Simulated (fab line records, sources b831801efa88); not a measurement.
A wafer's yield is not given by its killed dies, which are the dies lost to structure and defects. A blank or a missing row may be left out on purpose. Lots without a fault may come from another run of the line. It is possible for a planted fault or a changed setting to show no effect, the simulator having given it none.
Which tool did it? -- flow gf180mcu -- 12 lots, 36 wafers sampled, at 4 steps of a route of 602

## WHAT THE GAUGES READ, wafer by wafer
GF_PASSIVATION_THK_MEAS_03. Usual: PASSIVATION_CVD_02_THK typically reads 701 nm, with standard deviation 9.2.
lot,measured,on,PASSIVATION_CVD_02_THK (nm),flag
L279,day 28 13:49,film_metro-04,702 707 712,
L282,day 29 19:39,film_metro-03,692 706 710,
L281,day 30 02:14,film_metro-03,697 711 718,
L284,day 30 11:08,film_metro-03,692 699 703,
L285,day 30 23:08,film_metro-03,689 701 702,
L287,day 31 13:40,film_metro-01,700 708 704,
L286,day 31 15:15,film_metro-03,693 686 704,
L288,day 31 19:49,film_metro-04,708 719 711,
L291,day 32 08:10,film_metro-04,704 684 694,
L292,day 32 15:47,film_metro-03,703 704 707,
L295,day 33 11:17,film_metro-01,698 706 700,
L298,day 34 04:14,film_metro-04,691 682 706,

## WHICH TOOL RAN EACH LOT (tool, then ch and the chambers of the sampled wafers, then the start)
lot,GF_M5_ETCH_09,GF_TOP_METAL_METAL_ETCH_16,GF_PASSIVATION_CVD_00
L279,"rie_diel-02 ch 1,2,3, day 26 15:22","rie_metal-02 ch 0,1, day 28 12:40","pecvd-01 ch 0,1,2, day 28 13:23"
L282,"rie_diel-03 ch 0,1,2, day 27 23:43","rie_metal-02 ch 0,1, day 29 18:28","pecvd-01 ch 0,1,2, day 29 19:14"
L281,"rie_diel-04 ch 0,1,2, day 28 06:31","rie_metal-01 ch 0,1, day 30 01:05","pecvd-01 ch 0,1,2, day 30 01:49"
L284,"rie_diel-03 ch 0,1,3, day 28 15:22","rie_metal-02 ch 0,1, day 30 09:59","pecvd-04 ch 0,1, day 30 10:43"
L285,"rie_diel-03 ch 0,2, day 29 05:22","rie_metal-02 ch 0,1, day 30 21:58","pecvd-04 ch 1,2, day 30 22:43"
L287,"rie_diel-04 ch 0,1,3, day 29 19:49","rie_metal-02 ch 0,1, day 31 12:28","pecvd-04 ch 0,1, day 31 13:15"
L286,"rie_diel-03 ch 0,2, day 29 21:46","rie_metal-02 ch 0,1, day 31 14:01","pecvd-03 ch 0,1,2, day 31 14:48"
L288,"rie_diel-03 ch 1,2, day 30 02:22","rie_metal-01 ch 0,1, day 31 18:40","pecvd-01 ch 0,1,2, day 31 19:23"
L291,"rie_diel-02 ch 0,1,3, day 30 16:49","rie_metal-02 ch 0,1, day 32 07:01","pecvd-04 ch 1,2, day 32 07:44"
L292,"rie_diel-02 ch 0,1,3, day 30 22:58","rie_metal-03 ch 0, day 32 14:13","pecvd-01 ch 1,2, day 32 15:13"
L295,"rie_diel-02 ch 0,1,2, day 31 20:28","rie_metal-02 ch 0,1, day 33 10:08","pecvd-04 ch 0,1,2, day 33 10:52"
L298,"rie_diel-02 ch 1,3, day 32 14:07","rie_metal-02 ch 0,1, day 34 02:44","pecvd-04 ch 0,2, day 34 03:48"
- GF_M5_ETCH_09: etches Si3N4 in CF4/O2, target depth 52 nm, time 11.6 s.
- GF_TOP_METAL_METAL_ETCH_16: etches the open film in Cl2/BCl3, stops on SiO2, target depth 1197 nm, time 199.5 s.
- GF_PASSIVATION_CVD_00: deposits SiO2 from TEOS, target thk 1000 nm, time 111.95 s.

## WHAT THE TOOLS THEMSELVES READ (means of the sampled wafers that have a number; where no wafer has one, the mark that the record gives instead)
GF_M5_ETCH_09. Usual: bias_w 150.0 W, standard deviation 0.43; drypump_motor_current_A 5.9 A, standard deviation 0.52; oes_product_au 1.004 a.u., standard deviation 0.0096; throttle_valve_pct 5.971 %, standard deviation 0.0083.
lot,tool,bias_w (W),drypump_motor_current_A (A),oes_product_au (a.u.),throttle_valve_pct (%),flag
L279,rie_diel-02,150.1,5.5,1.007,5.969,
L282,rie_diel-03,149.9,5.6,1.009,5.976,
L281,rie_diel-04,150.0,5.7,1.002,5.959,
L284,rie_diel-03,150.2,6.1,0.997,5.967,
L285,rie_diel-03,149.6,5.7,1.018,5.974,
L287,rie_diel-04,149.9,6.2,0.999,5.963,
L286,rie_diel-03,150.2,5.7,1.014,5.970,
L288,rie_diel-03,150.5,5.4,1.003,5.968,
L291,rie_diel-02,150.3,5.6,1.001,5.975,
L292,rie_diel-02,150.1,5.6,1.002,5.974,
L295,rie_diel-02,150.5,5.7,1.004,5.971,
L298,rie_diel-02,149.9,5.4,0.999,5.971,

GF_TOP_METAL_METAL_ETCH_16. Usual: bias_w 140.0 W, standard deviation 0.44; drypump_motor_current_A 6.1 A, standard deviation 0.33; oes_product_au 0.991 a.u., standard deviation 0.0059; throttle_valve_pct 28.230 %, standard deviation 0.011.
lot,tool,bias_w (W),drypump_motor_current_A (A),oes_product_au (a.u.),throttle_valve_pct (%),flag
L279,rie_metal-02,139.7,6.0,0.996,28.223,
L282,rie_metal-02,140.6,6.0,0.990,28.240,
L281,rie_metal-01,140.1,6.5,0.992,28.229,
L284,rie_metal-02,140.0,5.9,0.986,28.230,
L285,rie_metal-02,140.2,5.9,0.988,28.235,
L287,rie_metal-02,140.0,6.0,0.993,28.227,
L286,rie_metal-02,139.9,6.0,0.991,28.248,
L288,rie_metal-01,139.6,6.4,0.995,28.228,
L291,rie_metal-02,140.4,6.0,0.990,28.234,
L292,rie_metal-03,140.5,6.0,0.983,28.238,
L295,rie_metal-02,140.2,6.0,0.992,28.225,
L298,rie_metal-02,140.1,6.0,0.994,28.225,

GF_PASSIVATION_CVD_00. Usual: heater_power_w reads 658 W (standard deviation 110).
lot,tool,heater_power_w (W),flag
L279,pecvd-01,596,
L282,pecvd-01,647,
L281,pecvd-01,559,
L284,pecvd-04,662,
L285,pecvd-04,710,
L287,pecvd-04,598,
L286,pecvd-03,772,
L288,pecvd-01,572,
L291,pecvd-04,715,
L292,pecvd-01,580,
L295,pecvd-04,697,
L298,pecvd-04,738,

## THE ANSWER, worked out from the rows above alone
Rule: a lot counts as off when the mean over its wafers that have a number is more than 3 standard deviations away from the usual mean. Also off: a lot with no number at a reading for which 4 or more lots have one. All remaining lots with rows at the step are treated as sound. Order of review: gauges by route order, followed by the tools' own readings, for which a lot's mean as printed above is used. The first step at which some lot is off is used, and at that step the reading that is off furthest; a lot without a number counts as furthest.
Across all readings shown, no lot is off: no conclusion can be drawn from this.

## WHAT THE SIMULATOR PUT IN
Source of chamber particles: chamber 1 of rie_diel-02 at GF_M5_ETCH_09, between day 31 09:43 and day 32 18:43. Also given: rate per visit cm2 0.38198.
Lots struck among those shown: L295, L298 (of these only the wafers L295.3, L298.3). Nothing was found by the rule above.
